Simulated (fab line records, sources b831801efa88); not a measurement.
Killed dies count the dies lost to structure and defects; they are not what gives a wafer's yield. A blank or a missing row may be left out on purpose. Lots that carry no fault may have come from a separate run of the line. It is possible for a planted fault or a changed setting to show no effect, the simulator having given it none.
fab line records + flow sky130
record
- lots=6
- wafers=18
- last_day=50
route steps=708 shown METAL2@490
lots with no fault: from the same line, run without faults
start_h: hours from the record's first day to the start of the lot's first wafer shown + wait_h: time in hours since the lot's previous step + " same as the row above + L1.1+2: several wafers, shown together as one row + - no value, or no start given + * or withheld: withheld + < > ~ a bound
route shown NAME@n: a module of which the file shows steps, and the number in the route of the first + usual: mean/standard deviation of fault-free wafers + same: alike in all rows + chamber/n: place in a boat + sites: the reading at each site + _std_site: how widely they spread, as a standard deviation + _edge_site: mean of outer sites minus mean of inner sites + radius_mm: for every site, how far away it sits from the centre of the wafer + mask NAME#n: copy n + behind: the tool/chamber that last shaped the wafer + hold: why the lot was held/for how many hours/how that ended + device: transistor that didn't switch, given as n, p or np + end of line: the route-end tests of the same wafers + a step without rows: its recipe alone + killed: count of dies lost to structure and defects at first sort (not the wafer's yield) + map: shows each die of a wafer: x if killed, . if not, _ if none is there
set.NAME: the run value of the setting; set.NAME@STEP: its run value at that earlier step + model.NAME: the simulator's own value behind a step, which no gauge read
lots at some steps of the route; a table a step, a row a wafer
services: when a tool's chamber went out of use (start_h, in hours from the record's first day, below 0 if earlier), for how many hours, and the reason
## steps
# step SKY_METAL2_DEHYDRATE_07
# recipe
- temp_c=200
- time_s=60
# step SKY_METAL2_HMDS_08
# recipe
- prime_time_s=60
- prime_temp_c=120
# step SKY_METAL2_COAT_09
# recipe
- resist=BARC
- temp_c=withheld
- time_s=withheld
- spin_rpm=3000
- resist_thk_nm=60.85
# step SKY_METAL2_COAT_10
# recipe
- resist=KrF-thick
- spin_rpm=3000
- resist_thk_nm=450
# step SKY_METAL2_SOFTBAKE_11
# recipe
- temp_c=100
- time_s=90
- resist=KrF-thick
# step SKY_METAL2_EXPOSE_12
# recipe
- mask_id=MM2
- na=0.8
- source_shape=annular
- sigma_inner=0.55
- sigma_outer=0.85
- target_cd_nm=140
- dose_mj=28
# step SKY_METAL2_PEB_13
# recipe
- peb_temp_c=withheld
- peb_time_s=withheld
- resist=KrF-thick
# step SKY_METAL2_DEVELOP_14
# recipe
- develop_time_s=60
- resist=KrF-thick
- dev_temp_c=21
# step SKY_METAL2_CD_MEAS_15
# recipe
- target_cd_nm=140
# usual
- cd_nm=140.2/1.6
| lot.wafer | tool      | chamber | start_h | wait_h | cd_nm |
|-----------|-----------|---------|---------|--------|-------|
| L131.2    | cd_sem-02 | -       | 821.08  | -      | 143.5 |
| L131.4    | "         | -       | "       | "      | 142.7 |
| L131.6    | "         | -       | "       | "      | 141.7 |
| L138.1    | cd_sem-01 | -       | 879.51  | -      | 141.1 |
| L138.2    | "         | -       | "       | "      | 142.5 |
| L138.5    | "         | -       | "       | "      | 142.3 |
| L141.1    | cd_sem-02 | -       | 904.66  | -      | 140.4 |
| L141.3    | "         | -       | "       | "      | 141.3 |
| L141.4    | "         | -       | "       | "      | 141.9 |
| L149.2    | cd_sem-02 | -       | 961.44  | -      | 140.0 |
| L149.3    | "         | -       | "       | "      | 140.5 |
| L149.6    | "         | -       | "       | "      | 139.8 |
| L153.1    | cd_sem-02 | -       | 980.25  | -      | 138.5 |
| L153.2    | "         | -       | "       | "      | 137.3 |
| L153.6    | "         | -       | "       | "      | 138.7 |
| L154.3    | cd_sem-02 | -       | 985.66  | -      | 142.3 |
| L154.4    | "         | -       | "       | "      | 142.8 |
| L154.6    | "         | -       | "       | "      | 142.3 |
# step SKY_METAL2_OVL_MEAS_16
# usual
- METAL2_OVL=0/4.1
| lot.wafer | tool       | chamber | start_h | wait_h | METAL2_OVL[nm] |
|-----------|------------|---------|---------|--------|----------------|
| L131.2    | overlay-02 | -       | 821.18  | 0.1    | 6              |
| L131.4    | "          | -       | "       | "      | 4              |
| L131.6    | "          | -       | "       | "      | 1              |
| L138.1    | overlay-01 | -       | 879.63  | 0.1    | 0              |
| L138.2    | "          | -       | "       | "      | 2              |
| L138.5    | "          | -       | "       | "      | 2              |
| L141.1    | overlay-01 | -       | 904.78  | 0.1    | -3             |
| L141.3    | "          | -       | "       | "      | -5             |
| L141.4    | "          | -       | "       | "      | 2              |
| L149.2    | overlay-02 | -       | 961.55  | 0.1    | -3             |
| L149.3    | "          | -       | "       | "      | -6             |
| L149.6    | "          | -       | "       | "      | 3              |
| L153.1    | overlay-02 | -       | 980.37  | 0.1    | 3              |
| L153.2    | "          | -       | "       | "      | -4             |
| L153.6    | "          | -       | "       | "      | 4              |
| L154.3    | overlay-01 | -       | 985.76  | 0.1    | 2              |
| L154.4    | "          | -       | "       | "      | 5              |
| L154.6    | "          | -       | "       | "      | -1             |
# step SKY_METAL2_DESCUM_17
# recipe
- chemistry=O2
- source_power_w=150
- bias_power_w=0
- pressure_mtorr=10
- temp_c=40
- time_s=8
# usual
- drypump_motor_current_A=5.9/0.56
- oes_product_au=1.004/0.012
- temp_c=40.00/0.12
| lot.wafer | tool         | chamber | start_h | wait_h | drypump_motor_current_A | oes_product_au | rf_hours_counter_h | temp_c |
|-----------|--------------|---------|---------|--------|-------------------------|----------------|--------------------|--------|
| L131.2    | rie_metal-04 | 1       | 821.21  | 0.0    | 6.5                     | 0.982          | 1                  | 40.00  |
| L131.4    | "            | 0       | "       | "      | 5.0                     | 1.011          | -                  | 40.13  |
| L131.6    | "            | 0       | "       | "      | 4.9                     | 1.005          | -                  | 40.03  |
| L138.1    | rie_metal-04 | 1       | 879.67  | 0.0    | 6.5                     | 0.989          | 3                  | 40.03  |
| L138.2    | "            | 0       | "       | "      | 5.0                     | 0.980          | 10                 | 39.93  |
| L138.5    | "            | 1       | "       | "      | 6.5                     | 0.992          | -                  | 40.13  |
| L141.1    | rie_metal-04 | 1       | 904.82  | 0.0    | 6.5                     | 0.994          | 4                  | 40.04  |
| L141.3    | "            | 1       | "       | "      | 6.6                     | 0.991          | -                  | 40.09  |
| L141.4    | "            | 0       | "       | "      | 5.0                     | 1.011          | -                  | 40.08  |
| L149.2    | rie_metal-02 | 0       | 961.58  | 0.0    | 6.2                     | 1.016          | 3                  | 40.18  |
| L149.3    | "            | 0       | "       | "      | 6.3                     | 1.008          | -                  | 40.12  |
| L149.6    | "            | 0       | "       | "      | 6.2                     | 1.013          | -                  | 40.12  |
| L153.1    | rie_metal-02 | 0       | 980.41  | 0.0    | 6.2                     | 1.019          | 4                  | 40.15  |
| L153.2    | "            | 1       | "       | "      | 5.9                     | 1.002          | 12                 | 39.93  |
| L153.6    | "            | 1       | "       | "      | 5.9                     | 1.011          | -                  | 39.94  |
| L154.3    | rie_metal-03 | 1       | 985.79  | 0.0    | 6.0                     | 0.999          | -                  | 39.96  |
| L154.4    | "            | 0       | "       | "      | 5.8                     | 0.984          | -                  | 39.75  |
| L154.6    | "            | 1       | "       | "      | 6.0                     | 0.999          | -                  | 40.07  |
# step SKY_METAL2_ETCH_18
# recipe
- chemistry=N2/H2
- target=BARC
- ion_energy_ev=200
- bias_w=100
- pressure_mtorr=30
- n2_flow_sccm=100
- h2_flow_sccm=200
- icp_w=500
- stop_on=SiO2
- time_s=45.9
- target_depth_a=600
# usual
- bias_w=100.0/0.32
- drypump_motor_current_A=5.9/0.56
- oes_product_au=0.861/0.0049
- throttle_valve_pct=13.225/0.0094
| lot.wafer | tool         | chamber | start_h | wait_h | bias_w | drypump_motor_current_A | oes_product_au | rf_hours_counter_h | throttle_valve_pct |
|-----------|--------------|---------|---------|--------|--------|-------------------------|----------------|--------------------|--------------------|
| L131.2    | rie_metal-04 | 1       | 821.25  | 0.0    | 100.0  | 6.5                     | 0.861          | 1                  | 13.225             |
| L131.4    | "            | 0       | "       | "      | 99.6   | 5.0                     | 0.861          | -                  | 13.235             |
| L131.6    | "            | 0       | "       | "      | 100.3  | 5.0                     | 0.859          | -                  | 13.225             |
| L138.1    | rie_metal-04 | 1       | 879.70  | 0.0    | 100.3  | 6.6                     | 0.865          | 3                  | 13.222             |
| L138.2    | "            | 0       | "       | "      | 100.0  | 5.0                     | 0.857          | 10                 | 13.236             |
| L138.5    | "            | 1       | "       | "      | 100.1  | 6.5                     | 0.862          | -                  | 13.215             |
| L141.1    | rie_metal-04 | 1       | 904.85  | 0.0    | 100.1  | 6.5                     | 0.865          | 4                  | 13.223             |
| L141.3    | "            | 1       | "       | "      | 100.0  | 6.5                     | 0.869          | -                  | 13.234             |
| L141.4    | "            | 0       | "       | "      | 100.3  | 5.0                     | 0.866          | -                  | 13.229             |
| L149.2    | rie_metal-02 | 0       | 961.61  | 0.0    | 100.1  | 6.2                     | 0.860          | 3                  | 13.233             |
| L149.3    | "            | 0       | "       | "      | 100.6  | 6.2                     | 0.871          | -                  | 13.216             |
| L149.6    | "            | 0       | "       | "      | 100.6  | 6.2                     | 0.865          | -                  | 13.223             |
| L153.1    | rie_metal-02 | 0       | 980.44  | 0.0    | 100.4  | 6.3                     | 0.861          | 4                  | 13.235             |
| L153.2    | "            | 1       | "       | "      | 100.0  | 5.9                     | 0.861          | 12                 | 13.233             |
| L153.6    | "            | 1       | "       | "      | 99.6   | 5.9                     | 0.862          | -                  | 13.239             |
| L154.3    | rie_metal-03 | 1       | 985.83  | 0.0    | 100.5  | 6.0                     | 0.861          | -                  | 13.229             |
| L154.4    | "            | 0       | "       | "      | 100.0  | 5.9                     | 0.858          | -                  | 13.239             |
| L154.6    | "            | 1       | "       | "      | 100.7  | 6.0                     | 0.865          | -                  | 13.225             |
# step SKY_METAL2_METAL_ETCH_19
# recipe
- target_depth_a=3600
- stop_on=SiO2
- over_etch_frac=0.3
- time_s=78
- chemistry=Cl2/BCl3
- resist_sidewall_deg=88
- pressure_mtorr=10
- icp_w=900
- bias_w=48.5
- Cl2_flow_sccm=60
- bcl3_flow_sccm=30
# usual
- bias_w=48.53/0.15
- drypump_motor_current_A=5.9/0.56
- oes_product_au=0.856/0.0057
- throttle_valve_pct=22.265/0.0094
| lot.wafer | tool         | chamber | start_h | wait_h | bias_w | drypump_motor_current_A | oes_product_au | rf_hours_counter_h | throttle_valve_pct | model.KrF-thick_of_METAL2_COAT_10.thk_nm | model.etch.depth_nm | model.METAL2.feature_depth_nm |
|-----------|--------------|---------|---------|--------|--------|-------------------------|----------------|--------------------|--------------------|------------------------------------------|---------------------|-------------------------------|
| L131.2    | rie_metal-04 | 1       | 821.31  | 0.0    | 48.42  | 6.5                     | 0.855          | 1                  | 22.259             | 164                                      | 361.4               | 361.4                         |
| L131.4    | "            | 0       | "       | "      | 48.69  | 5.0                     | 0.863          | -                  | 22.261             | 153.3                                    | 363.1               | 363.1                         |
| L131.6    | "            | 0       | "       | "      | 48.53  | 5.0                     | 0.848          | -                  | 22.251             | 155.4                                    | 358.1               | 358.1                         |
| L138.1    | rie_metal-04 | 1       | 879.76  | 0.0    | 48.51  | 6.5                     | 0.859          | 3                  | 22.274             | 161.8                                    | 364                 | 364                           |
| L138.2    | "            | 0       | "       | "      | 48.54  | 5.0                     | 0.843          | 10                 | 22.251             | 217.7                                    | 350.6               | 350.6                         |
| L138.5    | "            | 1       | "       | "      | 48.73  | 6.5                     | 0.840          | -                  | 22.261             | 222.8                                    | 343.1               | 343.1                         |
| L141.1    | rie_metal-04 | 1       | 904.92  | 0.0    | 48.82  | 6.5                     | 0.870          | 4                  | 22.270             | 162.6                                    | 365.4               | 365.4                         |
| L141.3    | "            | 1       | "       | "      | 48.32  | 6.5                     | 0.840          | -                  | 22.260             | 219.1                                    | 346                 | 346                           |
| L141.4    | "            | 0       | "       | "      | 48.33  | 5.0                     | 0.860          | -                  | 22.262             | 157.5                                    | 362.6               | 362.6                         |
| L149.2    | rie_metal-02 | 0       | 961.67  | 0.0    | 48.54  | 6.2                     | 0.853          | 3                  | 22.250             | 152                                      | 362.9               | 362.9                         |
| L149.3    | "            | 0       | "       | "      | 48.53  | 6.2                     | 0.848          | -                  | 22.247             | 151                                      | 358.9               | 358.9                         |
| L149.6    | "            | 0       | "       | "      | 48.50  | 6.2                     | 0.853          | -                  | 22.283             | 151.5                                    | 359.9               | 359.9                         |
| L153.1    | rie_metal-02 | 0       | 980.50  | 0.0    | 48.46  | 6.2                     | 0.866          | 4                  | 22.268             | 152.2                                    | 367.4               | 367.4                         |
| L153.2    | "            | 1       | "       | "      | 48.42  | 5.9                     | 0.864          | 12                 | 22.258             | 158.6                                    | 364.3               | 364.3                         |
| L153.6    | "            | 1       | "       | "      | 48.22  | 5.9                     | 0.863          | -                  | 22.266             | 158.5                                    | 365.9               | 365.9                         |
| L154.3    | rie_metal-03 | 1       | 985.90  | 0.1    | 48.61  | 6.0                     | 0.853          | -                  | 22.266             | 159.3                                    | 361.4               | 361.4                         |
| L154.4    | "            | 0       | "       | "      | 48.58  | 5.8                     | 0.858          | -                  | 22.261             | 164.8                                    | 363.4               | 363.4                         |
| L154.6    | "            | 1       | "       | "      | 48.49  | 6.0                     | 0.855          | -                  | 22.246             | 162                                      | 359.4               | 359.4                         |
# step SKY_METAL2_STRIP_20
# recipe
- chemistry=O2/N2
- power_w=1400
- pressure_mtorr=1500
- platen_temp_c=withheld
- o2_flow_sccm=3000
- n2_flow_sccm=300
- overash_fraction=0.5
# usual
- drypump_motor_current_A=5.8/0.45
- oes_product_au=0.343/0.0052
- strip_time_to_endpoint_s=2.70/0.048
# same
- overash_fraction=0.5
| lot.wafer | tool            | chamber | start_h | wait_h | drypump_motor_current_A | oes_product_au | rf_hours_counter_h | strip_time_to_endpoint_s |
|-----------|-----------------|---------|---------|--------|-------------------------|----------------|--------------------|--------------------------|
| L131.2    | plasma_asher-04 | 0       | 821.40  | 0.1    | 6.0                     | 0.344          | 7                  | 2.77                     |
| L131.4    | "               | 1       | "       | "      | 5.6                     | 0.339          | -                  | 2.65                     |
| L131.6    | "               | 1       | "       | "      | 5.5                     | 0.339          | -                  | 2.66                     |
| L138.1    | plasma_asher-01 | 1       | 879.85  | 0.1    | 5.4                     | 0.342          | 76                 | 2.72                     |
| L138.2    | "               | 0       | "       | "      | 5.0                     | 0.365          | 76                 | 3.34                     |
| L138.5    | "               | 1       | "       | "      | 5.4                     | 0.367          | -                  | 3.41                     |
| L141.1    | plasma_asher-01 | 0       | 905.01  | 0.1    | 5.0                     | 0.348          | 79                 | 2.76                     |
| L141.3    | "               | 0       | "       | "      | 5.0                     | 0.368          | -                  | 3.37                     |
| L141.4    | "               | 1       | "       | "      | 5.4                     | 0.343          | -                  | 2.69                     |
| L149.2    | plasma_asher-01 | 0       | 961.76  | 0.1    | 4.9                     | 0.344          | 85                 | 2.63                     |
| L149.3    | "               | 0       | "       | "      | 4.9                     | 0.335          | -                  | 2.62                     |
| L149.6    | "               | 0       | "       | "      | 4.9                     | 0.337          | -                  | 2.62                     |
| L153.1    | plasma_asher-04 | 0       | 980.59  | 0.1    | 6.0                     | 0.338          | 22                 | 2.64                     |
| L153.2    | "               | 1       | "       | "      | 5.6                     | 0.338          | 22                 | 2.70                     |
| L153.6    | "               | 0       | "       | "      | 6.0                     | 0.347          | -                  | 2.70                     |
| L154.3    | plasma_asher-04 | 1       | 986.00  | 0.1    | 5.5                     | 0.339          | -                  | 2.71                     |
| L154.4    | "               | 0       | "       | "      | 6.0                     | 0.353          | -                  | 2.75                     |
| L154.6    | "               | 0       | "       | "      | 6.0                     | 0.341          | -                  | 2.73                     |
# step SKY_METAL2_STRIP_21
# recipe
- chemistry=post_etch_residue_remover
- time_s=1200
- temp_c=72.5
## services
| tool            | chamber | start_h | hours | kind           |
|-----------------|---------|---------|-------|----------------|
| rie_metal-02    | 1       | 827.87  | 8.8   | repair         |
| rie_metal-02    | 0       | 885.18  | -     | clean          |
| rie_metal-02    | 0       | 885.18  | 21.0  | scheduled_down |
| rie_metal-02    | 0       | 885.18  | 21.0  | vent_cycle     |
| rie_metal-02    | -       | 936.99  | 10.0  | pm             |
| plasma_asher-04 | -       | 940.69  | 14.6  | pm             |
| plasma_asher-01 | -       | 958.07  | 1.1   | repair         |
## key
first_sign
- step=SKY_METAL2_METAL_ETCH_19
- reading=oes_product_au
- direction=down
- sigmas=2.7
- usual=0.856
- struck=0.841
- wafers_moved=2
effect
- step=SKY_METAL2_STRIP_20
- reading=strip_time_to_endpoint_s
- direction=up
- sigmas=14
- usual=*
- struck=*
model_effect
- step=SKY_METAL2_METAL_ETCH_19
- value=KrF-thick_of_METAL2_COAT_10.thk_nm
- without=161.8
- struck=219.9
met_at SKY_METAL2_METAL_ETCH_19
struck_wafers L138.2,L138.5,L141.3
later_rows_left_out L138.2,L138.5,L141.3
sort_left_out L138.2,L138.5,L141.3
onset_between 821.31 879.76
fault
- kind=process_parameter_drift
- tool=rie_metal-04
- chamber=-
- onset_h=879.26
- steps=SKY_METAL2_METAL_ETCH_19
- channel=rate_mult
- offset=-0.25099
- shape=step
- end_h=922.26
- scope=struck_wafers_only
# sort_left_out: the simulated sort isn't trusted on such a fault, so these wafers' sort isn't shown, and their yield isn't known
# later_rows_left_out: the simulator's readings of these wafers behind a module that went badly wrong aren't trusted and aren't shown, but for the sort
